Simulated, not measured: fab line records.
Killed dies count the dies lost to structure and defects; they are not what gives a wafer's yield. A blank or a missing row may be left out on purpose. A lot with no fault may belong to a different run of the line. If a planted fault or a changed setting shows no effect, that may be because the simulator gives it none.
A single fault, viewed from 2 desks / flow sky130 / numbers are kept per desk, each desk with only its own; the story behind them comes last

FROM THE METROLOGY DESK
What the gauges read for every lot (on any tool): the sampled wafers with a number, averaged. Marked OUT: a lot whose mean sits more than 4 standard deviations from the usual mean, which makes it out of limits; the brackets give that distance.
Columns: A = cd nm at SKY_CONTACT_CD_MEAS_14, usual 169.5 nm; B = CONTACT_OVL at SKY_CONTACT_OVL_MEAS_15, usual -3 nm
lot=L361; first seen here=day 33 16:11; A=168.9; B=-4
lot=L362; first seen here=day 33 23:19; A=169.8; B=-1
lot=L368; first seen here=day 36 08:02; A=167.8; B=-1
lot=L370; first seen here=day 36 14:31; A=170.7; B=-2
lot=L372; first seen here=day 37 07:47; A=170.6; B=-16
lot=L375; first seen here=day 37 18:48; A=167.7; B=6
This desk's verdict: no lot among the 6 shows anything out of limits.

TOOL OWNER'S DESK, pvd sputter-02
At SKY_CONTACT_SPUTTER_23 (material TiN, target thk 20 nm, time 80 s) the tool's own readings: per lot run on this tool, the mean of the sampled wafers that have a number. Marked OUT: a lot whose mean sits more than 4 standard deviations from the usual mean, which makes it out of limits; the brackets give that distance.
Columns: A = throttle valve pct at SKY_CONTACT_SPUTTER_23, usual 30.4 %
lot=L361; first seen here=day 33 17:02; A=30.6
lot=L368; first seen here=day 36 08:53; A=30.1
lot=L370; first seen here=day 36 15:28; A=31.3
This desk's verdict: no lot among the 3 shows anything out of limits.

TAKEN TOGETHER
Nothing out of limits was seen by the metrology desk.
The tool owner's desk saw nothing out of limits.

WHAT HAD BEEN PUT IN BY THE SIMULATOR
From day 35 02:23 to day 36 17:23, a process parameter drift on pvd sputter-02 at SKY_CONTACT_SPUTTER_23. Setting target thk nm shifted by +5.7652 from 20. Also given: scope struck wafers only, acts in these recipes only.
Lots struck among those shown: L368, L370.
